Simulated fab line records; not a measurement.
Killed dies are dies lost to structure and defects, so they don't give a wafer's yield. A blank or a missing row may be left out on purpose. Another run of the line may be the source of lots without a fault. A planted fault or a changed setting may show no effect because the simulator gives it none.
One fault through the eyes of 2 desks / flow sky130 / each desk holds nothing but its own numbers, with what lay behind them at the end

## THE METROLOGY DESK
What the gauges read, lot by lot, whatever tool the lot ran on: means of the sampled wafers that have a number. A lot is out of limits, marked OUT, if its mean lies more than 4 standard deviations from the usual mean; the brackets give that distance.
Columns: A = VT_ADJUST_LVTN_01_OVL at SKY_VT_ADJUST_LVTN_OVL_MEAS_18, usual 0.1 nm; B = VT_ADJUST_NCORE_OVL at SKY_VT_ADJUST_NCORE_OVL_MEAS_08, usual -1.4 nm; C = VT_ADJUST_PCH_TW at SKY_VT_ADJUST_PCH_TW_MEAS_10, usual 143.9; D = GATE_OXIDE_OXIDATION_00_THK at SKY_GATE_OXIDE_THK_MEAS_02, usual 10.36 nm
lot=L237; first seen here=day 7 23:13; A=1.7; B=-1.7; C=141.1; D=10.22
lot=L238; first seen here=day 8 05:28; A=-2.0; B=-1.2; C=145.1; D=10.06
lot=L240; first seen here=day 8 16:25; A=0.6; B=-0.3; C=146.1; D=10.27
lot=L244; first seen here=day 9 21:36; A=-1.7; B=-0.8; C=142.9; D=5.73 (-26) OUT
lot=L245; first seen here=day 10 07:39; A=-1.1; B=-3.5; C=143.9; D=6.02 (-24) OUT
lot=L251; first seen here=day 12 04:40; A=-1.7; B=-1.8; C=145.5; D=10.39
lot=L252; first seen here=day 12 10:37; A=1.3; B=0.2; C=145.4; D=10.55
lot=L253; first seen here=day 12 16:10; A=-3.4; B=-0.2; C=144.5; D=10.63
lot=L254; first seen here=day 12 23:52; A=0.0; B=-4.3; C=146.2; D=10.38
lot=L255; first seen here=day 13 12:55; A=0.6; B=0.4; C=142.7; D=10.53
lot=L256; first seen here=day 13 19:15; A=1.6; B=-1.4; C=144.0; D=10.24
lot=L257; first seen here=day 13 20:04; A=1.0; B=-2.7; C=146.9; D=10.26
lot=L258; first seen here=day 14 08:37; A=0.3; B=-1.0; C=141.9; D=10.25
This desk's finding: out of limits on L244, L245; first on L244, day 15 10:17 (GATE_OXIDE_OXIDATION_00_THK at SKY_GATE_OXIDE_THK_MEAS_02). L237, L238, L240, L251, L252, L253, L254, L255, L256, L257, L258 stayed within limits.

## AT THE TOOL OWNER'S DESK: furnace-02
The tool's own readings at SKY_GATE_OXIDE_OXIDATION_01 (stabilise 600 s, purge 300 s, target thk 10.268 nm): means of the sampled wafers that have a number, for each lot that ran on this tool. A lot is out of limits, marked OUT, if its mean lies more than 4 standard deviations from the usual mean; the brackets give that distance.
Columns: A = ox-temp-c at SKY_GATE_OXIDE_OXIDATION_01, usual 900.0 C; B = spike-tc-upper-C at SKY_GATE_OXIDE_OXIDATION_01, usual 900.2 C; C = zone-power-lower-pct at SKY_GATE_OXIDE_OXIDATION_01, usual 18.0 %
lot=L237; first seen here=day 13 03:26; A=900.8; B=899.1; C=17.5
lot=L244; first seen here=day 15 08:51; A=899.9; B=899.0; C=17.4
lot=L245; first seen here=day 16 01:39; A=900.0; B=899.4; C=17.6
lot=L252; first seen here=day 18 10:49; A=900.1; B=898.8; C=17.3
lot=L255; first seen here=day 19 21:14; A=900.0; B=898.9; C=17.8
lot=L257; first seen here=day 20 09:12; A=900.2; B=899.2; C=17.4
This desk's verdict: no lot among the 6 shows anything out of limits.

## BROUGHT TOGETHER
At day 15 10:17 the metrology desk could have sounded an alarm, on L244, L245.
The tool owner's desk saw nothing out of limits.
The tool owner's desk has L244, L245 on record, within its limits.
All the named lots went through SKY_GATE_OXIDE_OXIDATION_01 on furnace-02.

## WHAT HAD BEEN PUT IN BY THE SIMULATOR
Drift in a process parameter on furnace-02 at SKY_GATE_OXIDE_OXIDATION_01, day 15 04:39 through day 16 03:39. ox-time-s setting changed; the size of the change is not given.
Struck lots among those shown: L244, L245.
Hours from the fault's start to each desk's first reading out of limits: the metrology desk, 6.
